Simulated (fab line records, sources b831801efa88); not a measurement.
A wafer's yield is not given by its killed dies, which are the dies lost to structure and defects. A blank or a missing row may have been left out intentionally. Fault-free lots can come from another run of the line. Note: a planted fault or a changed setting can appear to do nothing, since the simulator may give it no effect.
Which of the tools did it? || flow sky130 || Sampling: 7 lots, 21 wafers, 4 of 708 route steps

WHAT EACH GAUGE READ, for each wafer
SKY_VT_ADJUST_HVTP_CD_MEAS_07 targets a cd of 380 nm.
{"lot": "L251", "measured": "day 6 20:46", "on": "cd-sem-02", "cd-nm (nm)": "378.8 379.4 377.5"}
{"lot": "L253", "measured": "day 7 11:56", "on": "cd-sem-01", "cd-nm (nm)": "376.6 378.6 378.5"}
{"lot": "L255", "measured": "day 8 05:28", "on": "cd-sem-01", "cd-nm (nm)": "377.4 375.4 379.9"}
{"lot": "L265", "measured": "day 10 14:02", "on": "cd-sem-02", "cd-nm (nm)": "380.7 380.4 377.8"}
{"lot": "L268", "measured": "day 11 08:31", "on": "cd-sem-02", "cd-nm (nm)": "378.6 380.3 380.1"}
{"lot": "L271", "measured": "day 12 06:56", "on": "cd-sem-02", "cd-nm (nm)": "379.9 379.3 377.9"}

EACH LOT AND THE TOOL THAT RAN IT (in order: tool; ch and the chambers of the sampled wafers; start)
{"lot": "L251", "SKY_FIELD_ISO_DEVELOP_12": "litho-track-01 ch 0, day 2 23:00", "SKY_DNWELL_STRIP_08": "plasma-asher-03 ch 0,1, day 3 22:00", "SKY_NWELL_STRIP_25": "plasma-asher-04 ch 0,1, day 6 01:46"}
{"lot": "L253", "SKY_FIELD_ISO_DEVELOP_12": "litho-track-04 ch 0, day 3 07:00", "SKY_DNWELL_STRIP_08": "plasma-asher-01 ch 1, day 4 10:37", "SKY_NWELL_STRIP_25": "plasma-asher-01 ch 0, day 6 16:08"}
{"lot": "L255", "SKY_FIELD_ISO_DEVELOP_12": "litho-track-04 ch 0, day 3 17:00", "SKY_DNWELL_STRIP_08": "plasma-asher-01 ch 1, day 5 01:42", "SKY_NWELL_STRIP_25": "plasma-asher-02 ch 0,1, day 7 09:44"}
{"lot": "L263", "SKY_FIELD_ISO_DEVELOP_12": "litho-track-04, day 5 08:00", "SKY_DNWELL_STRIP_08": "-", "SKY_NWELL_STRIP_25": "-"}
{"lot": "L265", "SKY_FIELD_ISO_DEVELOP_12": "litho-track-03 ch 0, day 5 22:00", "SKY_DNWELL_STRIP_08": "plasma-asher-01 ch 0,1, day 7 00:43", "SKY_NWELL_STRIP_25": "plasma-asher-01 ch 0,1, day 9 14:49"}
{"lot": "L268", "SKY_FIELD_ISO_DEVELOP_12": "litho-track-04 ch 0, day 6 13:00", "SKY_DNWELL_STRIP_08": "plasma-asher-03 ch 0,1, day 7 15:08", "SKY_NWELL_STRIP_25": "plasma-asher-01 ch 0,1, day 10 08:01"}
{"lot": "L271", "SKY_FIELD_ISO_DEVELOP_12": "litho-track-04 ch 0, day 7 05:00", "SKY_DNWELL_STRIP_08": "plasma-asher-01 ch 0, day 8 09:13", "SKY_NWELL_STRIP_25": "plasma-asher-01 ch 0,1, day 11 06:22"}
- SKY_FIELD_ISO_DEVELOP_12: develop time 60 s.
- SKY_DNWELL_STRIP_08: strips in O2/N2.
- SKY_NWELL_STRIP_25: strips in O2/N2.

THE ANSWER, worked out from the rows above alone
Rule: what is usual is taken from the lots themselves. The widest of any qualifying gaps counts: lots, ordered by their means at a reading, are off when they make up no more than a third of the lots, leave a main group of 4 or more, and stand apart from it by 3 or more times the standard deviation of that group's means. A main group is skipped when, at the precision printed for the reading in the tables above, its means are all equal. A lot without any number at a reading at which 4 lots or more have one is off too. Where the step has rows for the other lots, those lots are counted as sound.
No lot is off on any of the readings shown, so nothing can be concluded from this.

WHAT THE SIMULATOR HAD INSERTED
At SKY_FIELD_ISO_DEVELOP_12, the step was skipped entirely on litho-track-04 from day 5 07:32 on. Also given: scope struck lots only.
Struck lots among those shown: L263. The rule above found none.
